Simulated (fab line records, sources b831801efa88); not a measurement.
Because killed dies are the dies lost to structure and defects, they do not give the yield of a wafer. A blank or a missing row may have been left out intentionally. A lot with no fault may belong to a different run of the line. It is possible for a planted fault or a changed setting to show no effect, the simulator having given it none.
Split-lot trial ; flow gf180mcu ; 23 wafers read from 5 lots, route of 602 steps

## SPLIT DETAILS
At GF_V1_CVD_02 (deposits SiO2 from TEOS, target thk 850 nm, time 94.851 s), the setting time_s was moved away from the recipe's 94.851 s on 8 of the 23 wafers read, by +8.8% to +14.6%. The other wafers ran this setting at the recipe's value.

There is no step in the file separating the split from the reading.

## THE READING
V1_CVD_02_THK at GF_V1_THK_MEAS_03, in nm. Typical for fault-free wafers on this fab line: 847 nm, with standard deviation 9.8 nm.

wafer;tool, chamber at the split;time_s as run, s;against the recipe;V1_CVD_02_THK, nm;against lot-mates on the recipe
L076.1;pecvd-02, 0;103.2;+8.8%;922;+71
L076.2;pecvd-02, 2;94.851;recipe;841;-
L076.3;pecvd-02, 1;94.851;recipe;852;-
L076.5;pecvd-02, 0;94.851;recipe;859;-
L076.6;pecvd-02, 1;103.2;+8.8%;931;+80
L078.1;pecvd-02, 2;94.851;recipe;845;-
L078.2;pecvd-02, 1;94.851;recipe;846;-
L078.3;pecvd-02, 0;94.851;recipe;836;-
L078.4;pecvd-02, 1;94.851;recipe;864;-
L078.6;pecvd-02, 2;94.851;recipe;846;-
L081.1;pecvd-03, 1;94.851;recipe;835;-
L081.2;pecvd-03, 2;108.7;+14.6%;974;+128
L081.3;pecvd-03, 0;108.7;+14.6%;968;+122
L081.4;pecvd-03, 1;108.7;+14.6%;977;+132
L081.6;pecvd-03, 0;94.851;recipe;856;-
L080.1;pecvd-01, 2;94.851;recipe;836;-
L080.3;pecvd-01, 0;94.851;recipe;846;-
L080.5;pecvd-01, 2;94.851;recipe;859;-
L085.1;pecvd-03, 0;107.5;+13.3%;961;+112
L085.2;pecvd-03, 2;94.851;recipe;844;-
L085.3;pecvd-03, 1;107.5;+13.3%;963;+114
L085.5;pecvd-03, 0;107.5;+13.3%;968;+120
L085.6;pecvd-03, 2;94.851;recipe;853;-

THE FIT
A straight line over all 23 wafers: V1_CVD_02_THK changes by +8.66 nm for each +1% of time_s; r = +0.99; the points scatter about the line by 7.8 nm.
The same after taking each lot's own level away (the mean of its wafers on the recipe; 23 wafers): +8.69 nm for each +1%; r = +0.99; scatter 7.6 nm.
The reading moves by 1.3e+02 nm for the largest change in time_s, on that fit.
The span of the lots' own levels, 845.5 to 850.7 nm, comes to 0.5 times the standard deviation stated above.
The two slopes are in agreement: the lot-to-lot level therefore moves the slope only a little.
Check: for one of the wafers moved furthest among these (+14.6%), held out of the fit, the line's prediction against its lot-mates is +127 nm. It came out at +128 nm against them.

## OTHER SPLITS APPLIED TO THESE WAFERS
These wafers also went through other splits before the reading. Each is held against what the fit with the lots' levels taken away leaves over:
other split on the same wafers;wafers away from the commonest value;r with V1_CVD_02_THK (lot level and that fit taken away)
GF_M1_METAL_ETCH_16 time_s;11;-0.10

## THE WHOLE CHAIN: every reading that the file lists as answering this split, in the file's order
step;what it does;reading;change (the file's fit);r (the file's)
GF_V1_CVD_02;deposits SiO2 from TEOS, target thk 850 nm, time 94.851 s;SiO2_of_V1_CVD_02.thk_nm (the simulator's own value, which no gauge read);+8.7 nm for each +1% of the setting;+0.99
GF_V1_THK_MEAS_03;;V1_CVD_02_THK;+8.69 for each +1% of the setting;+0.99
GF_V1_CMP_04;polishes SiO2;time_to_endpoint_s;withheld for each +1% of the setting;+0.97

## THE FILE'S OWN FIT
V1_CVD_02_THK changes by +8.69 nm for each +1% of time_s, r = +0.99.
